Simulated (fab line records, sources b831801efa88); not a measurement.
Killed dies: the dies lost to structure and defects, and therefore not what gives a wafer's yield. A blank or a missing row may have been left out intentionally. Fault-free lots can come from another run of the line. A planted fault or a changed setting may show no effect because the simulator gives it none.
Matching of chambers / flow gf180mcu / GF_V3_CMP_26 on cmp-02 has 4 sister chambers
The step polishes, stops on SiO2, t overpolish 15 s, target thk 0 nm. 20 wafers are shown with their chamber, then 10 later ones without.

== WAFERS, EACH WITH ITS CHAMBER ==
wafer=L828.1; chamber=0; motor current A (A)=10.6; time to endpoint s (s)=78; overpolish run s (s)=14.993
wafer=L828.4; chamber=3; motor current A (A)=10.7; time to endpoint s (s)=81; overpolish run s (s)=15.003
wafer=L828.5; chamber=0; motor current A (A)=11.6; time to endpoint s (s)=77; overpolish run s (s)=15.001
wafer=L829.3; chamber=0; motor current A (A)=11.6; time to endpoint s (s)=77; overpolish run s (s)=14.995
wafer=L829.5; chamber=1; motor current A (A)=10.9; time to endpoint s (s)=84; overpolish run s (s)=15.013
wafer=L829.6; chamber=2; motor current A (A)=12.3; time to endpoint s (s)=89; overpolish run s (s)=15.012
wafer=L830.2; chamber=3; motor current A (A)=10.8; time to endpoint s (s)=86; overpolish run s (s)=15.006
wafer=L830.4; chamber=0; motor current A (A)=11.2; time to endpoint s (s)=82; overpolish run s (s)=15.004
wafer=L830.5; chamber=0; motor current A (A)=11.4; time to endpoint s (s)=81; overpolish run s (s)=15.007
wafer=L831.1; chamber=1; motor current A (A)=11.5; time to endpoint s (s)=85; overpolish run s (s)=14.999
wafer=L831.2; chamber=0; motor current A (A)=12.0; time to endpoint s (s)=79; overpolish run s (s)=15.002
wafer=L831.4; chamber=2; motor current A (A)=11.9; time to endpoint s (s)=87; overpolish run s (s)=14.989
wafer=L832.1; chamber=1; motor current A (A)=12.0; time to endpoint s (s)=83; overpolish run s (s)=15.010
wafer=L832.2; chamber=2; motor current A (A)=12.0; time to endpoint s (s)=89; overpolish run s (s)=15.004
wafer=L832.4; chamber=3; motor current A (A)=10.8; time to endpoint s (s)=85; overpolish run s (s)=14.993
wafer=L835.1; chamber=0; motor current A (A)=11.5; time to endpoint s (s)=80; overpolish run s (s)=14.989
wafer=L835.4; chamber=3; motor current A (A)=10.8; time to endpoint s (s)=83; overpolish run s (s)=14.997
wafer=L835.6; chamber=2; motor current A (A)=12.9; time to endpoint s (s)=84; overpolish run s (s)=15.013
wafer=L838.1; chamber=3; motor current A (A)=11.6; time to endpoint s (s)=77; overpolish run s (s)=15.004
wafer=L838.4; chamber=1; motor current A (A)=11.3; time to endpoint s (s)=79; overpolish run s (s)=15.005

SIGNATURES, as means of the wafers listed above
reading=motor current A; chamber 0=11.414; chamber 1=11.425; chamber 2=12.275; chamber 3=10.940; scatter within a chamber=0.427
reading=time to endpoint s; chamber 0=79.14; chamber 1=82.75; chamber 2=87.25; chamber 3=82.40; scatter within a chamber=2.64
reading=overpolish run s; chamber 0=14.99871; chamber 1=15.00675; chamber 2=15.00450; chamber 3=15.00060; scatter within a chamber=0.0073
Rule: distance of a wafer from a chamber = root of the sum over the readings of ((wafer's reading minus chamber's mean) / reading's scatter) squared. The wafer belongs to the nearest chamber; if the next one is less than 2 further off, it can't be placed. The scatter is the square root of a quotient: the sum, over the shown wafers, of each reading's squared deviation from its chamber's mean, divided by wafers minus chambers.

== WAFERS MISSING THEIR CHAMBER ==
wafer=L838.6; motor current A (A)=10.4; time to endpoint s (s)=79; overpolish run s (s)=15.004
wafer=L839.2; motor current A (A)=11.5; time to endpoint s (s)=74; overpolish run s (s)=15.003
wafer=L839.3; motor current A (A)=12.8; time to endpoint s (s)=89; overpolish run s (s)=15.012
wafer=L839.4; motor current A (A)=10.9; time to endpoint s (s)=80; overpolish run s (s)=14.977
wafer=L844.2; motor current A (A)=11.3; time to endpoint s (s)=86; overpolish run s (s)=15.000
wafer=L844.4; motor current A (A)=11.5; time to endpoint s (s)=89; overpolish run s (s)=14.989
wafer=L844.5; motor current A (A)=12.5; time to endpoint s (s)=91; overpolish run s (s)=15.010
wafer=L848.1; motor current A (A)=10.7; time to endpoint s (s)=81; overpolish run s (s)=14.993
wafer=L848.4; motor current A (A)=11.1; time to endpoint s (s)=88; overpolish run s (s)=15.012
wafer=L848.5; motor current A (A)=11.6; time to endpoint s (s)=86; overpolish run s (s)=14.998

== THE CHAMBER EACH PASSED THROUGH ==
wafer=L838.6; from the rows above=can't be placed: 3 or 0 or 1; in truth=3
wafer=L839.2; from the rows above=can't be placed: 0 or 1 or 3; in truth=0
wafer=L839.3; from the rows above=2; in truth=2
wafer=L839.4; from the rows above=can't be placed: 0 or 3 or 1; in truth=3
wafer=L844.2; from the rows above=can't be placed: 1 or 3 or 2 or 0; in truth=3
wafer=L844.4; from the rows above=can't be placed: 2 or 3 or 1 or 0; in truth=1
wafer=L844.5; from the rows above=2; in truth=2
wafer=L848.1; from the rows above=can't be placed: 3 or 0 or 1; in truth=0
wafer=L848.4; from the rows above=can't be placed: 1 or 3 or 2 or 0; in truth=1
wafer=L848.5; from the rows above=can't be placed: 1 or 2 or 3 or 0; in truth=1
2 of 10 placed correctly. Unplaceable from these rows: 8, with the true chamber sitting among the candidates in 8. Number placed wrongly: 0.
